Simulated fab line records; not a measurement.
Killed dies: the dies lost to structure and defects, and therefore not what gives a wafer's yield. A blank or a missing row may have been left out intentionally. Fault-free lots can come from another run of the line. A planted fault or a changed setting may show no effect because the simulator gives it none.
Chamber matching ; flow sky130 ; SKY_CONTACT_CMP_04 on cmp-02: 4 sister chambers
The step polishes SiO2. 16 wafers are shown with their chamber, then 8 later ones without.

## WAFERS, EACH WITH ITS CHAMBER
wafer;chamber;motor_current_A (A);head_pressure_psi (psi);time_to_endpoint_s (s)
L783.1;3;10.1;3.998;86
L783.2;1;12.4;3.991;87
L783.3;2;9.3;4.005;84
L787.2;3;11.4;4.000;82
L787.3;1;12.5;4.004;81
L787.5;0;12.7;4.008;79
L790.2;3;10.8;4.012;83
L790.4;0;12.7;4.002;88
L790.5;3;10.6;4.011;82
L793.1;2;9.3;4.002;89
L793.4;0;13.1;4.002;97
L793.5;3;11.0;4.001;92
L792.3;0;12.7;3.995;85
L792.4;3;10.6;4.008;83
L792.5;0;12.9;3.999;84
L794.2;1;11.9;4.002;93

SIGNATURES (averages over the wafers above)
reading;chamber 0;chamber 1;chamber 2;chamber 3;scatter within a chamber
motor_current_A;12.820;12.267;9.300;10.750;0.328
head_pressure_psi;4.00120;3.99900;4.00350;4.00500;0.00561
time_to_endpoint_s;86.60;87.00;86.50;84.67;5.3
Rule: for a wafer and a chamber, the distance is found by dividing, reading by reading, the gap between the wafer's reading and the chamber's mean by the reading's scatter, squaring, summing and taking the root. The wafer belongs to the nearest chamber; if the next one is less than 2 further off, it can't be placed. The scatter: take each reading less its chamber's mean, square it, sum over the shown wafers, divide by the number of wafers less the number of chambers, and take the root.

## WAFERS WITHOUT THEIR CHAMBER
wafer;motor_current_A (A);head_pressure_psi (psi);time_to_endpoint_s (s)
L794.5;12.6;3.999;86
L794.6;9.5;4.008;82
L801.1;10.7;4.006;78
L801.2;12.9;3.984;65
L801.6;8.9;3.988;76
L804.2;10.2;3.995;86
L804.4;9.8;3.993;85
L804.5;9.0;3.988;83

## THE CHAMBER EACH PASSED THROUGH
wafer;from the rows above;in truth
L794.5;can't be placed: 0 or 1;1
L794.6;2;2
L801.1;3;3
L801.2;can't be placed: 0 or 1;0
L801.6;2;2
L804.2;can't be placed: 3 or 2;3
L804.4;can't be placed: 2 or 3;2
L804.5;2;2
Correct placement for 4 of the 8. From these rows, 4 cannot be placed; in 4 the true chamber is one of the candidates. Wrongly placed: 0.
